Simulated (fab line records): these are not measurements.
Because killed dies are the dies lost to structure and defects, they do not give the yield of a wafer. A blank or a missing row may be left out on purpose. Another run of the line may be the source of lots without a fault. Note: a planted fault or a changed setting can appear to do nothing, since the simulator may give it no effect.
Comparing a struck lot with a sound one ; flow sky130 ; 15 steps out of a route of 708
Sound: the wafers L836.1, L836.4, L836.5. Struck: wafers L840.1, L840.3, L840.5. The cause is named last.
Each step with rows lists, per side, the tool, then ch with its chambers, then its first start. Under that, the readings that differ: sound wafers ; struck wafers ; difference of the means ; sigmas: that difference in standard deviations of wafers without a fault.
alike: readings with means less than 2 such deviations apart, plus words and numbers identical on both sides. not compared: withheld readings, readings lacking a value on some wafer, bounds such as >300 that could conceal the same value, and numbers that have no deviation in the record and whose values overlap.
A row with sigmas, a row that says differs or no value, or rows on one side alone: a step with any of these is where the two part. When numbers do not overlap yet have no deviation, they are printed without sigmas and do not part them. Lack of a reading on every wafer of one side parts them only where that side has two or more wafers.

first, 9 steps without rows for these wafers: SKY_CAPM_CLEAN_17 (cleans in O3/DIW); SKY_METAL3_DEHYDRATE_05 (time 60 s); SKY_METAL3_HMDS_06 (prime time 60 s); SKY_METAL3_COAT_07 (resist thk 60 nm); SKY_METAL3_COAT_08 (resist thk 1140 nm); SKY_METAL3_SOFTBAKE_09 (time 90 s); SKY_METAL3_EXPOSE_10 (exposes mask MM3, target cd 300 nm); SKY_METAL3_PEB_11; SKY_METAL3_DEVELOP_12 (develop time 60 s).
SKY_METAL3_CD_MEAS_13: target cd 300 nm.
  struck on cd_sem-01, day 40 22:23; sound on cd_sem-02, day 39 11:37
  alike: cd_nm
SKY_METAL3_OVL_MEAS_14:
  struck on overlay-01, day 40 22:31; sound on overlay-02, day 39 11:44
  alike: METAL3_OVL
SKY_METAL3_DESCUM_15: chemistry O2, time 8 s.
  sound on rie_metal-03 ch 0,1, day 39 11:47; struck on rie_metal-03 ch 0,1, day 40 22:33
  alike: drypump_motor_current_A, oes_product_au, rf_fwd_power_W
  not compared: rf_hours_counter_h
SKY_METAL3_ETCH_16: etches BARC in N2/H2, stops on SiO2, time 88.2 s, target depth 60 nm.
  sound on rie_metal-03 ch 0,1, day 39 11:49; struck on rie_metal-03 ch 0,1, day 40 22:35
  alike: drypump_motor_current_A, h2_flow_sccm, oes_product_au, rf_fwd_power_W, throttle_valve_pct
  not compared: rf_hours_counter_h, model.SiO2_of_CAPM_CVD_00.thk_nm
SKY_METAL3_ETCH_17: etches SiO2 in C4F8/O2/Ar, stops on TiN, time 3.9 s, target depth 15 nm.
  sound on rie_diel-04 ch 0,1, day 39 11:55; struck on rie_diel-03 ch 1,3, day 40 22:41
  alike: oes_product_au, rf_fwd_power_W
  not compared: rf_hours_counter_h
then, 1 step without rows for these wafers: SKY_PAD_OPEN_PROBE_99.

WHERE THEY PART
Nowhere in this record.

WHY: the cause the simulator had injected
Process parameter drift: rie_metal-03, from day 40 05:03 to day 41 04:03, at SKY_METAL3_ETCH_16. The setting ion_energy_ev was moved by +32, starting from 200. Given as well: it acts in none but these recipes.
